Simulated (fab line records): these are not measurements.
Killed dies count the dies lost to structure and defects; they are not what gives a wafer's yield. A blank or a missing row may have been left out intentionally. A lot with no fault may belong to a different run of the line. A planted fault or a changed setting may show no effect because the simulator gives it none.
fab line records    flow sky130
record: lots: 11  wafers: 33  last-day: 50
route steps=708 shown SONOS_ONO@171 POLY_GATE@229 LDD_N@244 PAD_OPEN@708
lots that met no fault: from a run of the same line without faults
start-h: the number of hours between the record's first day and the start of the first shown wafer of the lot    wait-h: hours since the lot's step before    " repeats the value in the row above    L1.1+2: a row that stands for several wafers    - no value, or no start given    * or withheld: withheld    < > ~ a bound
route shown NAME@n: a module of which the file shows steps, and the number in the route of the first    usual: mean/standard deviation of fault-free wafers    same: alike in all rows    chamber/n: place in a boat    sites: each site's reading    _std_site: standard deviation of those values    _edge_site: inner sites' mean taken away from outer sites' mean    radius-mm: for every site, how far away it sits from the centre of the wafer    mask NAME#n: copy n    behind: the last tool/chamber to shape the wafer    hold: why the lot went on hold/how many hours it stayed there/how the hold came to an end    device: names the non-switching transistor (n, p or np)    end of line: the route-end tests of the same wafers    a step given without rows: its recipe and nothing more    killed: at the first sort, the dies lost to defects and structure; wafer yield is something else    map: dies across one wafer; x = killed, . = not, _ = none there
set.NAME: the setting the step ran with; set.NAME@STEP: the setting that earlier step ran with    model.NAME: the simulator's own value behind a step, which no gauge read
steps of the route over a sample of lots; a table a step, a row a wafer
services: from which hour (start-h, from the record's first day; less than 0 if before it) a tool's chamber was out of use, for how many hours, and why
== steps ==
step: SKY_SONOS_ONO_THK_MEAS_03
recipe: reads: Si3N4_of_SONOS_ONO_CVD_02
usual: SONOS_ONO_CVD_02_THK: 10.41/0.14
lot.wafer  tool           chamber  start-h  wait-h  SONOS_ONO_CVD_02_THK[nm]
L470.3     film-metro-01  -        258.53   0.0     10.35
L470.4     "              -        "        "       10.39
L470.6     "              -        "        "       10.43
L471.1     film-metro-01  -        271.08   0.0     10.39
L471.2     "              -        "        "       10.39
L471.4     "              -        "        "       10.40
L472.3     film-metro-02  -        277.75   0.0     10.42
L472.4     "              -        "        "       10.30
L472.6     "              -        "        "       10.42
L480.1     film-metro-02  -        327.24   0.0     10.39
L480.2     "              -        "        "       10.44
L480.6     "              -        "        "       10.48
L481.2     film-metro-01  -        331.87   0.0     10.50
L481.3     "              -        "        "       10.56
L481.5     "              -        "        "       10.64
L485.1     film-metro-04  -        369.12   0.0     10.37
L485.5     "              -        "        "       10.27
L485.6     "              -        "        "       10.23
L489.2     film-metro-04  -        397.25   0.0     10.29
L489.5     "              -        "        "       10.31
L489.6     "              -        "        "       10.30
L490.1     film-metro-01  -        419.79   0.0     10.57
L490.2     "              -        "        "       10.51
L490.6     "              -        "        "       10.51
L491.1     film-metro-01  -        441.21   0.0     10.23
L491.4     "              -        "        "       10.29
L491.6     "              -        "        "       10.26
L492.2     film-metro-04  -        442.57   0.0     10.51
L492.5     "              -        "        "       10.43
L492.6     "              -        "        "       10.42
L493.3     film-metro-04  -        444.98   0.0     10.38
L493.5     "              -        "        "       10.38
L493.6     "              -        "        "       10.37
step: SKY_SONOS_ONO_CD_MEAS_13
recipe: target-cd-nm: 410
usual: cd-nm: 409.6/2.9
lot.wafer  tool       chamber  start-h  wait-h  cd-nm
L470.3     cd-sem-01  -        283.07   0.1     411.9
L470.4     "          -        "        "       415.6
L470.6     "          -        "        "       411.9
L471.1     cd-sem-02  -        296.89   0.1     410.0
L471.2     "          -        "        "       408.3
L471.4     "          -        "        "       410.3
L472.3     cd-sem-01  -        302.91   0.1     409.2
L472.4     "          -        "        "       408.5
L472.6     "          -        "        "       410.2
L480.1     cd-sem-02  -        354.38   0.1     410.9
L480.2     "          -        "        "       408.5
L480.6     "          -        "        "       410.6
L481.2     cd-sem-01  -        361.04   0.1     408.3
L481.3     "          -        "        "       408.9
L481.5     "          -        "        "       411.5
L485.1     cd-sem-02  -        398.64   0.1     404.4
L485.5     "          -        "        "       406.6
L485.6     "          -        "        "       405.0
L489.2     cd-sem-02  -        429.06   0.1     404.9
L489.5     "          -        "        "       406.9
L489.6     "          -        "        "       405.5
L490.1     cd-sem-01  -        451.22   0.1     409.6
L490.2     "          -        "        "       410.0
L490.6     "          -        "        "       408.1
L491.1     cd-sem-01  -        472.58   0.1     407.1
L491.4     "          -        "        "       405.3
L491.6     "          -        "        "       406.9
L492.2     cd-sem-02  -        473.55   0.1     412.2
L492.5     "          -        "        "       411.7
L492.6     "          -        "        "       411.0
L493.3     cd-sem-01  -        476.51   0.1     408.1
L493.5     "          -        "        "       410.6
L493.6     "          -        "        "       411.1
step: SKY_POLY_GATE_ETCH_15
recipe: chemistry: N2/H2  target: BARC  ion-energy-ev: 200  source-w: 500  bias-w: 100  pressure-mtorr: 30  n2-flow-sccm: 100  h2-flow-sccm: 200  stop-on: SiO2  time-s: 118.5  target-depth-a: 1100
usual: chamber-pressure-mTorr: 30.002/0.03  drypump-motor-current-A: 5.7/0.33  oes-product-au: 0.717/0.0047  throttle-valve-pct: 13.212/0.0096
lot.wafer  tool         chamber  start-h  wait-h  chamber-pressure-mTorr  drypump-motor-current-A  oes-product-au  rf-hours-counter-h  throttle-valve-pct
L470.3     rie-diel-02  3        378.09   0.0     29.980                  5.3                      0.725           40                  13.206
L470.4     "            1        "        "       29.932                  5.7                      0.720           6                   13.202
L470.6     "            2        "        "       29.980                  5.9                      0.713           -                   13.213
L472.3     rie-diel-01  2        391.04   0.0     30.013                  6.2                      0.712           13                  13.226
L472.4     "            0        "        "       30.009                  5.5                      0.715           109                 13.208
L472.6     "            3        "        "       30.004                  5.7                      0.715           -                   13.210
L471.1     rie-diel-03  3        395.44   0.0     29.977                  5.5                      0.719           4                   13.214
L471.2     "            2        "        "       29.993                  6.3                      0.713           86                  13.213
L471.4     "            0        "        "       30.018                  5.6                      0.719           3                   13.229
L480.1     rie-diel-02  0        451.59   0.0     29.981                  5.5                      0.719           19                  13.198
L480.2     "            3        "        "       29.997                  5.3                      0.712           41                  13.215
L480.6     "            1        "        "       30.011                  5.7                      0.726           -                   13.218
L481.2     rie-diel-01  0        459.74   0.0     30.002                  5.5                      0.711           1                   13.211
L481.3     "            2        "        "       29.978                  6.2                      0.719           14                  13.214
L481.5     "            3        "        "       30.000                  5.7                      0.721           -                   13.216
L485.1     rie-diel-02  2        498.14   0.0     29.989                  6.0                      0.720           7                   13.197
L485.5     "            2        "        "       29.989                  6.0                      0.719           -                   13.207
L485.6     "            1        "        "       30.051                  5.7                      0.713           -                   13.211
L489.2     rie-diel-01  0        526.94   0.0     29.970                  5.5                      0.714           3                   13.189
L489.5     "            2        "        "       30.012                  6.2                      0.717           -                   13.209
L489.6     "            1        "        "       29.970                  5.1                      0.716           -                   13.206
L490.1     rie-diel-03  3        548.79   0.0     30.037                  5.5                      0.721           6                   13.224
L490.2     "            0        "        "       29.981                  5.6                      0.723           6                   13.210
L490.6     "            3        "        "       29.980                  5.5                      0.716           -                   13.206
L491.1     rie-diel-01  2        568.99   0.0     29.997                  6.2                      0.719           17                  13.225
L491.4     "            3        "        "       30.036                  5.7                      0.710           2                   13.207
L491.6     "            1        "        "       30.028                  5.1                      0.719           -                   13.207
L492.2     rie-diel-02  3        570.74   0.0     29.987                  5.3                      0.712           44                  13.198
L492.5     "            0        "        "       30.031                  5.5                      0.713           -                   13.192
L492.6     "            3        "        "       30.009                  5.3                      0.722           -                   13.212
L493.3     rie-diel-01  2        572.94   0.0     29.986                  6.2                      0.713           17                  13.206
L493.5     "            2        "        "       30.020                  6.1                      0.716           -                   13.213
L493.6     "            1        "        "       30.033                  5.1                      0.724           -                   13.210
step: SKY_POLY_GATE_STRIP_18
recipe: chemistry: O2/N2  power-w: 1400  pressure-mtorr: 1500  platen-temp-c: withheld  o2-flow-sccm: 3000  n2-flow-sccm: 300  overash-fraction: 0.5
usual: chamber-pressure-mTorr: 1500.1/1.3  drypump-motor-current-A: 5.7/0.39  oes-product-au: 0.361/0.0041  strip-time-to-endpoint-s: 3.16/0.03
same: overash-fraction: 0.5
lot.wafer  tool             chamber  start-h  wait-h  chamber-pressure-mTorr  drypump-motor-current-A  oes-product-au  rf-hours-counter-h  strip-time-to-endpoint-s
L470.3     plasma-asher-03  1        378.36   0.1     1499.7                  5.2                      0.362           -                   3.15
L470.4     "                0        "        "       1500.8                  6.2                      0.360           -                   3.19
L470.6     "                1        "        "       1500.3                  5.2                      0.363           -                   3.20
L472.3     plasma-asher-03  1        391.31   0.1     1497.9                  5.2                      0.358           -                   3.14
L472.4     "                0        "        "       1501.0                  6.2                      0.361           -                   3.18
L472.6     "                1        "        "       1502.3                  5.2                      0.361           -                   3.11
L471.1     plasma-asher-02  0        395.68   0.0     1500.5                  5.3                      0.364           27                  3.15
L471.2     "                1        "        "       1498.9                  6.1                      0.365           27                  3.15
L471.4     "                1        "        "       1499.0                  6.1                      0.354           -                   3.16
L480.1     plasma-asher-03  0        451.83   0.0     1499.9                  6.2                      0.361           65                  3.17
L480.2     "                1        "        "       1499.4                  5.2                      0.361           65                  3.19
L480.6     "                1        "        "       1500.5                  5.2                      0.355           -                   3.14
L481.2     plasma-asher-02  1        459.98   0.0     1498.8                  6.1                      0.365           33                  3.17
L481.3     "                1        "        "       1499.6                  6.1                      0.356           -                   3.13
L481.5     "                0        "        "       1499.5                  5.3                      0.337           -                   2.62
L485.1     plasma-asher-02  0        498.38   0.0     1500.9                  5.3                      0.362           37                  3.14
L485.5     "                1        "        "       1499.0                  6.1                      0.362           -                   3.12
L485.6     "                0        "        "       1500.1                  5.2                      0.360           -                   3.11
L489.2     plasma-asher-03  0        527.18   0.0     1502.5                  6.2                      0.366           72                  3.18
L489.5     "                1        "        "       1498.7                  5.2                      0.362           -                   3.16
L489.6     "                0        "        "       1499.1                  6.2                      0.360           -                   3.19
L490.1     plasma-asher-02  1        549.03   0.0     1500.5                  6.1                      0.354           43                  3.16
L490.2     "                0        "        "       1498.1                  5.2                      0.360           43                  3.20
L490.6     "                1        "        "       1500.9                  6.1                      0.368           -                   3.14
L491.1     plasma-asher-04  0        569.23   0.0     1502.2                  5.8                      0.357           12                  3.11
L491.4     "                1        "        "       1500.8                  5.7                      0.361           -                   3.15
L491.6     "                1        "        "       1499.9                  5.7                      0.358           -                   3.15
L492.2     plasma-asher-03  0        570.98   0.0     1498.8                  6.2                      0.356           77                  3.18
L492.5     "                0        "        "       1498.9                  6.2                      0.362           -                   3.19
L492.6     "                1        "        "       1501.3                  5.2                      0.367           -                   3.24
L493.3     plasma-asher-04  0        573.21   0.1     1500.2                  5.7                      0.368           -                   3.14
L493.5     "                0        "        "       1503.1                  5.7                      0.366           -                   3.09
L493.6     "                1        "        "       1502.3                  5.7                      0.360           -                   3.13
step: SKY_POLY_GATE_CD_MEAS_22
usual: cd-nm: 150.0/1.8
lot.wafer  tool       chamber  start-h  wait-h  cd-nm
L470.3     cd-sem-02  -        380.68   0.1     146.9
L470.4     "          -        "        "       149.5
L470.6     "          -        "        "       149.1
L472.3     cd-sem-02  -        392.79   0.1     149.7
L472.4     "          -        "        "       149.2
L472.6     "          -        "        "       152.0
L471.1     cd-sem-02  -        398.34   0.1     153.2
L471.2     "          -        "        "       151.2
L471.4     "          -        "        "       154.1
L480.1     cd-sem-02  -        453.82   0.1     151.1
L480.2     "          -        "        "       149.7
L480.6     "          -        "        "       150.1
L481.2     cd-sem-02  -        461.49   0.1     149.0
L481.3     "          -        "        "       148.5
L481.5     "          -        "        "       139.6
L485.1     cd-sem-02  -        499.84   0.1     149.2
L485.5     "          -        "        "       148.0
L485.6     "          -        "        "       150.1
L489.2     cd-sem-01  -        529.10   0.1     152.1
L489.5     "          -        "        "       153.5
L489.6     "          -        "        "       151.9
L490.1     cd-sem-02  -        550.48   0.1     150.8
L490.2     "          -        "        "       150.5
L490.6     "          -        "        "       151.5
L491.1     cd-sem-01  -        570.69   0.1     152.4
L491.4     "          -        "        "       152.5
L491.6     "          -        "        "       152.6
L492.2     cd-sem-01  -        572.46   0.1     149.9
L492.5     "          -        "        "       148.8
L492.6     "          -        "        "       147.4
L493.3     cd-sem-01  -        574.69   0.1     150.4
L493.5     "          -        "        "       149.7
L493.6     "          -        "        "       151.1
step: SKY_LDD_N_OVL_MEAS_07
usual: LDD_N_OVL: 0.3/1.4
lot.wafer  tool        chamber  start-h  wait-h  LDD_N_OVL[nm]
L470.3     overlay-01  -        410.25   0.1     0.4
L470.4     "           -        "        "       -0.4
L470.6     "           -        "        "       0.4
L472.3     overlay-02  -        423.29   0.1     2.9
L472.4     "           -        "        "       2.6
L472.6     "           -        "        "       2.5
L471.1     overlay-01  -        429.02   0.1     2.4
L471.2     "           -        "        "       0.3
L471.4     "           -        "        "       1.7
L480.1     overlay-01  -        483.62   0.1     -2.9
L480.2     "           -        "        "       -3.1
L480.6     "           -        "        "       -1.5
L481.2     overlay-01  -        492.04   0.1     0.3
L481.3     "           -        "        "       -0.1
L481.5     "           -        "        "       0.0
L485.1     overlay-02  -        529.97   0.1     2.2
L485.5     "           -        "        "       2.5
L485.6     "           -        "        "       1.3
L489.2     overlay-02  -        558.84   0.1     0.4
L489.5     "           -        "        "       1.7
L489.6     "           -        "        "       0.9
L490.1     overlay-02  -        579.42   0.1     0.8
L490.2     "           -        "        "       0.1
L490.6     "           -        "        "       1.5
L491.1     overlay-02  -        598.72   0.1     -0.8
L491.4     "           -        "        "       -2.2
L491.6     "           -        "        "       1.2
L492.2     overlay-02  -        601.44   0.1     -1.0
L492.5     "           -        "        "       -0.8
L492.6     "           -        "        "       0.1
L493.3     overlay-02  -        603.99   0.1     -0.2
L493.5     "           -        "        "       0.4
L493.6     "           -        "        "       -1.0
step: SKY_PAD_OPEN_PROBE_99
usual: killed_at_M0_to_M3: 44/7.2  killed_at_M4_up: 3.1/1.7  killed-at-contacts: 25/5.1  killed-at-front-end: 14/4.6  killed-at-other: 0.3/0.59  killed-dies: 86/9.6  killed-on-rim: 17/4.1  killed-open: 47/7.4  killed-short: 39/6
same: gross-dies: 492  killed-at-back-side: 0
lot.wafer  tool       chamber  start-h  wait-h  killed_at_M0_to_M3  killed_at_M4_up  killed-at-contacts  killed-at-front-end  killed-at-other  killed-dies  killed-on-rim  killed-open  killed-short
L470.3     prober-01  -        1076.80  0.2     49                  3                28                  21                   0                101          23             53           48
L470.4     prober-01  -        1076.85  0.2     46                  2                32                  23                   0                103          24             53           50
L470.6     prober-01  -        1076.95  0.2     38                  1                23                  16                   0                78           19             44           34
L472.3     prober-02  -        1086.97  0.2     45                  3                25                  20                   1                94           16             50           44
L472.4     prober-02  -        1087.02  0.2     45                  3                30                  11                   0                89           17             51           38
L472.6     prober-02  -        1087.12  0.2     37                  5                26                  12                   0                80           20             54           26
L471.1     prober-02  -        1088.37  0.1     42                  2                20                  23                   0                87           23             44           43
L471.2     prober-02  -        1088.42  0.1     52                  1                23                  8                    0                84           11             45           39
L471.4     prober-02  -        1088.52  0.2     33                  1                15                  10                   1                60           9              23           37
L480.1     prober-02  -        1125.80  0.1     44                  2                32                  8                    2                88           19             48           40
L480.2     prober-02  -        1125.85  0.1     53                  5                22                  13                   0                93           14             47           46
L480.6     prober-02  -        1126.05  0.2     46                  1                24                  25                   0                96           12             52           44
L481.2     prober-01  -        1131.36  0.1     46                  2                25                  14                   1                88           12             56           32
L481.3     prober-01  -        1131.41  0.2     42                  1                22                  13                   1                79           16             46           33
L481.5     prober-01  -        1131.51  0.2     49                  3                23                  417                  0                492          96             47           40
L485.1     prober-01  -        1157.48  0.1     44                  0                25                  17                   0                86           15             56           30
L485.5     prober-01  -        1157.68  0.2     39                  2                25                  18                   0                84           17             51           33
L485.6     prober-01  -        1157.73  0.2     52                  1                20                  11                   0                84           20             45           39
L489.2     prober-01  -        1171.74  0.1     39                  1                18                  12                   0                70           13             41           29
L489.5     prober-01  -        1171.89  0.2     42                  2                24                  9                    0                77           14             43           34
L489.6     prober-01  -        1171.94  0.2     47                  6                25                  11                   0                89           13             46           43
L490.1     prober-02  -        1183.00  0.1     39                  4                23                  21                   0                87           15             49           38
L490.2     prober-02  -        1183.05  0.1     42                  4                31                  24                   1                102          15             63           39
L490.6     prober-02  -        1183.25  0.2     43                  6                26                  16                   0                91           27             56           35
L491.1     prober-01  -        1194.15  0.1     47                  4                30                  17                   1                99           22             49           50
L491.4     prober-01  -        1194.30  0.2     37                  4                26                  21                   0                88           19             37           51
L491.6     prober-01  -        1194.40  0.2     56                  2                18                  20                   0                96           16             59           37
L493.3     prober-02  -        1195.55  0.2     48                  0                23                  21                   1                93           22             49           44
L493.5     prober-02  -        1195.65  0.2     40                  3                32                  13                   0                88           16             52           36
L493.6     prober-02  -        1195.70  0.2     39                  0                25                  6                    0                70           17             38           32
L492.2     prober-01  -        1196.01  0.1     38                  3                21                  12                   0                74           19             42           32
L492.5     prober-01  -        1196.16  0.2     44                  2                24                  7                    0                77           21             45           32
L492.6     prober-01  -        1196.21  0.2     38                  5                22                  14                   0                79           13             44           35
killed by level:class
L470.3 VIA1:geometric-particle:open=13 VIA2:geometric-particle:open=12 LOCAL_INTERCONNECT:geometric-particle:short=9 FIELD_ISO:geometric-particle:open=8 LI_CONTACT:geometric-particle:open=6 VIA1:geometric-particle:short=6 FIELD_ISO:geometric-particle:short=5 CONTACT:geometric-particle:open=5
L470.4 VIA1:geometric-particle:open=11 LOCAL_INTERCONNECT:geometric-particle:short=8 CONTACT:geometric-particle:open=8 POLY_GATE:geometric-particle:open=7 LI_CONTACT:geometric-particle:short=6 LI_CONTACT:geometric-particle:open=6 METAL1:geometric-particle:short=6 METAL2:geometric-particle:short=6
L470.6 VIA3:geometric-particle:open=10 VIA1:geometric-particle:open=8 METAL1:geometric-particle:short=7 LI_CONTACT:geometric-particle:open=6 LOCAL_INTERCONNECT:geometric-particle:short=6 CONTACT:geometric-particle:open=6 CONTACT:geometric-particle:short=5 FIELD_ISO:geometric-particle:open=4
L472.3 VIA1:geometric-particle:open=12 FIELD_ISO:geometric-particle:short=9 CONTACT:geometric-particle:open=9 VIA3:geometric-particle:open=8 LI_CONTACT:geometric-particle:open=7 VIA2:geometric-particle:open=7 VIA3:geometric-particle:short=6 POLY_GATE:geometric-particle:short=4
L472.4 CONTACT:geometric-particle:open=13 VIA1:geometric-particle:open=10 VIA2:geometric-particle:open=10 CONTACT:geometric-particle:short=6 LI_CONTACT:geometric-particle:open=6 METAL1:geometric-particle:short=5 VIA1:geometric-particle:short=5 METAL2:geometric-particle:short=4
L472.6 VIA1:geometric-particle:open=13 CONTACT:geometric-particle:open=12 VIA2:geometric-particle:open=7 FIELD_ISO:geometric-particle:open=6 LI_CONTACT:geometric-particle:open=6 CONTACT:geometric-particle:short=4 METAL4:geometric-particle:short=4 VIA3:geometric-particle:open=4
L471.1 VIA1:geometric-particle:open=9 LI_CONTACT:geometric-particle:short=8 FIELD_ISO:geometric-particle:short=7 VIA2:geometric-particle:open=7 METAL1:geometric-particle:short=6 FIELD_ISO:geometric-particle:open=5 LI_CONTACT:geometric-particle:open=5 VIA3:geometric-particle:open=5
L471.2 VIA1:geometric-particle:open=14 CONTACT:geometric-particle:open=13 VIA3:geometric-particle:open=6 METAL1:geometric-particle:short=5 VIA2:geometric-particle:open=5 METAL3:geometric-particle:short=5 FIELD_ISO:geometric-particle:short=4 VIA1:geometric-particle:short=4
L471.4 METAL2:geometric-particle:short=9 CONTACT:geometric-particle:open=6 METAL1:geometric-particle:short=6 VIA3:geometric-particle:open=6 POLY_GATE:geometric-particle:short=4 FIELD_ISO:geometric-particle:short=3 VIA1:geometric-particle:short=3 CONTACT:geometric-particle:short=3
L480.1 CONTACT:geometric-particle:open=13 VIA3:geometric-particle:open=8 METAL1:geometric-particle:short=7 VIA1:geometric-particle:open=6 VIA2:geometric-particle:open=6 LOCAL_INTERCONNECT:geometric-particle:short=5 CONTACT:geometric-particle:short=5 VIA3:geometric-particle:short=5
L480.2 VIA1:geometric-particle:open=14 VIA1:geometric-particle:short=8 METAL2:geometric-particle:short=7 LI_CONTACT:geometric-particle:open=7 POLY_GATE:geometric-particle:open=5 VIA2:geometric-particle:open=5 CONTACT:geometric-particle:open=5 METAL1:geometric-particle:short=5
L480.6 VIA1:geometric-particle:open=10 CONTACT:geometric-particle:short=9 FIELD_ISO:geometric-particle:open=7 METAL1:geometric-particle:short=6 POLY_GATE:geometric-particle:open=5 VIA3:geometric-particle:open=5 CONTACT:geometric-particle:open=5 FIELD_ISO:geometric-particle:short=4
L481.2 VIA1:geometric-particle:open=16 LI_CONTACT:geometric-particle:open=8 CONTACT:geometric-particle:open=7 LOCAL_INTERCONNECT:geometric-particle:short=7 VIA2:geometric-particle:open=6 POLY_GATE:geometric-particle:short=5 VIA2:geometric-particle:short=5 FIELD_ISO:geometric-particle:open=4
L481.3 VIA1:geometric-particle:open=13 CONTACT:geometric-particle:open=10 VIA2:geometric-particle:open=8 METAL1:geometric-particle:short=6 LOCAL_INTERCONNECT:geometric-particle:short=5 VIA1:geometric-particle:short=5 FIELD_ISO:geometric-particle:open=4 POLY_GATE:geometric-particle:short=4
L481.5 POLY_GATE:area-etch=405 VIA1:geometric-particle:open=14 VIA1:geometric-particle:short=7 CONTACT:geometric-particle:open=6 VIA2:geometric-particle:open=6 VIA3:geometric-particle:open=6 LI_CONTACT:geometric-particle:open=5 LOCAL_INTERCONNECT:geometric-particle:short=5
L485.1 LI_CONTACT:geometric-particle:open=10 CONTACT:geometric-particle:open=9 VIA1:geometric-particle:open=9 VIA2:geometric-particle:open=9 METAL1:geometric-particle:short=6 FIELD_ISO:geometric-particle:open=4 VIA1:geometric-particle:short=4 POLY_GATE:geometric-particle:short=3
L485.5 VIA1:geometric-particle:open=11 LI_CONTACT:geometric-particle:open=9 CONTACT:geometric-particle:open=9 VIA1:geometric-particle:short=6 VIA3:geometric-particle:open=6 FIELD_ISO:geometric-particle:short=4 POLY_GATE:geometric-particle:short=4 POLY_GATE:geometric-particle:open=4
L485.6 VIA1:geometric-particle:open=14 VIA2:geometric-particle:open=9 VIA1:geometric-particle:short=9 LOCAL_INTERCONNECT:geometric-particle:short=6 METAL1:geometric-particle:short=6 LI_CONTACT:geometric-particle:open=5 FIELD_ISO:geometric-particle:open=4 VIA3:geometric-particle:open=4
L489.2 VIA1:geometric-particle:open=12 CONTACT:geometric-particle:open=8 VIA3:geometric-particle:open=6 FIELD_ISO:geometric-particle:short=4 LI_CONTACT:geometric-particle:open=4 METAL1:geometric-particle:short=4 VIA3:geometric-particle:short=4 POLY_CUT:geometric-particle:open=3
L489.5 VIA1:geometric-particle:open=14 CONTACT:geometric-particle:open=11 VIA1:geometric-particle:short=6 CONTACT:geometric-particle:short=5 METAL1:geometric-particle:short=5 POLY_GATE:geometric-particle:short=4 LI_CONTACT:geometric-particle:short=4 LI_CONTACT:geometric-particle:open=4
L489.6 VIA1:geometric-particle:open=13 VIA3:geometric-particle:open=12 CONTACT:geometric-particle:open=8 METAL2:geometric-particle:short=7 LOCAL_INTERCONNECT:geometric-particle:short=6 METAL4:geometric-particle:short=6 LI_CONTACT:geometric-particle:short=5 METAL1:geometric-particle:short=5
L490.1 VIA1:geometric-particle:open=11 CONTACT:geometric-particle:open=7 FIELD_ISO:geometric-particle:open=6 VIA3:geometric-particle:open=6 LI_CONTACT:geometric-particle:open=5 METAL2:geometric-particle:short=5 METAL1:geometric-particle:short=4 POLY_GATE:geometric-particle:short=4
L490.2 VIA1:geometric-particle:open=10 FIELD_ISO:geometric-particle:open=9 CONTACT:geometric-particle:open=9 LI_CONTACT:geometric-particle:open=7 POLY_GATE:geometric-particle:open=6 LOCAL_INTERCONNECT:geometric-particle:short=6 METAL2:geometric-particle:short=6 CONTACT:geometric-particle:short=6
L490.6 VIA1:geometric-particle:open=13 CONTACT:geometric-particle:open=12 VIA2:geometric-particle:open=7 LI_CONTACT:geometric-particle:open=6 METAL2:geometric-particle:short=5 CONTACT:geometric-particle:short=4 VIA3:geometric-particle:open=4 METAL4:geometric-particle:short=4
L491.1 VIA1:geometric-particle:open=15 VIA3:geometric-particle:open=8 LOCAL_INTERCONNECT:geometric-particle:short=8 CONTACT:geometric-particle:short=7 POLY_GATE:geometric-particle:open=6 METAL2:geometric-particle:short=6 LI_CONTACT:geometric-particle:short=5 LI_CONTACT:geometric-particle:open=5
L491.4 CONTACT:geometric-particle:open=12 FIELD_ISO:geometric-particle:short=6 CONTACT:geometric-particle:short=6 METAL2:geometric-particle:short=6 METAL1:geometric-particle:short=6 VIA3:geometric-particle:open=6 FIELD_ISO:geometric-particle:open=5 POLY_GATE:geometric-particle:short=5
L491.6 VIA3:geometric-particle:open=11 VIA1:geometric-particle:open=10 CONTACT:geometric-particle:open=8 METAL1:geometric-particle:short=8 VIA2:geometric-particle:open=8 FIELD_ISO:geometric-particle:open=5 LI_CONTACT:geometric-particle:open=5 VIA3:geometric-particle:short=5
L493.3 VIA1:geometric-particle:open=8 LI_CONTACT:geometric-particle:open=8 METAL1:geometric-particle:short=8 FIELD_ISO:geometric-particle:short=6 CONTACT:geometric-particle:open=6 VIA3:geometric-particle:open=6 VIA2:geometric-particle:open=6 LOCAL_INTERCONNECT:geometric-particle:short=5
L493.5 LI_CONTACT:geometric-particle:open=12 VIA1:geometric-particle:open=10 VIA2:geometric-particle:open=10 CONTACT:geometric-particle:open=9 POLY_GATE:geometric-particle:short=7 METAL1:geometric-particle:short=6 CONTACT:geometric-particle:short=5 LOCAL_INTERCONNECT:geometric-particle:short=4
L493.6 CONTACT:geometric-particle:open=10 METAL1:geometric-particle:short=9 VIA1:geometric-particle:open=7 VIA2:geometric-particle:open=6 METAL2:geometric-particle:short=5 LI_CONTACT:geometric-particle:open=4 LOCAL_INTERCONNECT:geometric-particle:short=4 LI_CONTACT:geometric-particle:short=3
L492.2 VIA2:geometric-particle:open=9 VIA1:geometric-particle:open=7 LI_CONTACT:geometric-particle:open=6 CONTACT:geometric-particle:open=6 METAL1:geometric-particle:short=5 VIA3:geometric-particle:open=5 LI_CONTACT:geometric-particle:short=4 CONTACT:geometric-particle:short=4
L492.5 VIA1:geometric-particle:open=11 LI_CONTACT:geometric-particle:open=9 CONTACT:geometric-particle:open=8 VIA2:geometric-particle:open=8 METAL1:geometric-particle:short=5 VIA1:geometric-particle:short=5 LI_CONTACT:geometric-particle:short=4 VIA3:geometric-particle:open=4
L492.6 VIA1:geometric-particle:open=12 CONTACT:geometric-particle:open=9 VIA2:geometric-particle:open=8 POLY_GATE:geometric-particle:short=6 VIA1:geometric-particle:short=5 POLY_GATE:geometric-particle:open=4 LI_CONTACT:geometric-particle:short=4 LI_CONTACT:geometric-particle:open=4
== services ==
tool             chamber  start-h  hours  kind
rie-diel-01      -        379.11   1.5    repair
rie-diel-01      0        404.22   -      clean
rie-diel-01      0        404.22   11.2   scheduled-down
rie-diel-01      0        404.22   11.2   vent-cycle
plasma-asher-02  -        405.88   2.8    pm
plasma-asher-04  -        421.25   9.0    pm
rie-diel-02      0        423.72   12.7   repair
rie-diel-01      1        436.46   -      clean
rie-diel-01      1        436.46   24.0   scheduled-down
rie-diel-01      1        436.46   24.0   vent-cycle
plasma-asher-03  -        438.32   1.3    repair
rie-diel-03      3        448.47   13.7   repair
rie-diel-01      3        464.40   -      clean
rie-diel-01      3        464.40   22.7   scheduled-down
rie-diel-02      2        469.74   5.8    repair
rie-diel-03      -        470.22   4.3    pm
rie-diel-02      -        478.34   1.3    repair
rie-diel-03      3        494.45   36.5   repair
rie-diel-02      -        507.25   0.8    repair
rie-diel-02      0        507.83   29.6   repair
plasma-asher-04  -        540.27   14.6   pm
plasma-asher-04  -        563.47   2.8    pm
plasma-asher-03  -        568.30   0.4    repair
rie-diel-02      -        568.81   0.3    repair
== key ==
first-sign: step: SKY_POLY_GATE_STRIP_18  reading: strip-time-to-endpoint-s  direction: down  sigmas: 18  usual: *  struck: *
effect: step: SKY_POLY_GATE_STRIP_18  reading: oes-product-au  direction: down  sigmas: 5.7  usual: 0.361  struck: 0.337
effect: step: SKY_POLY_GATE_CD_MEAS_22  reading: cd-nm  direction: down  sigmas: 5.6  usual: 150.0  struck: 139.6
effect: step: SKY_PAD_OPEN_PROBE_99  reading: killed-at-front-end  direction: up  sigmas: 87  usual: 14  struck: 417
more-kills-born-at: SKY_POLY_GATE_ETCH_15@rie-diel-01: 405
met-at SKY_POLY_GATE_ETCH_15
struck-lots L481
struck-wafers L481.5
later-rows-left-out L481.5
tester-left-out L481
not-acting-at SKY_SONOS_ONO_THK_MEAS_03,SKY_SONOS_ONO_CD_MEAS_13,SKY_LDD_N_OVL_MEAS_07
onset-between 391.04 459.74
fault: kind: process-parameter-drift  tool: rie-diel-01  chamber: 3  onset-h: 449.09  steps: SKY_POLY_GATE_ETCH_15  channel: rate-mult  offset: 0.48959  shape: step  end-h: 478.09
tester-left-out: of these lots the tester's yield and bins aren't shown, on N5 and GAA mostly nor the transistor test; their killed dies are dies lost to structure and defects alone, not to doping, threshold or leakage, so they don't give the yield
later-rows-left-out: the simulator's readings of these wafers behind a module that went badly wrong aren't trusted and aren't shown, but for the sort
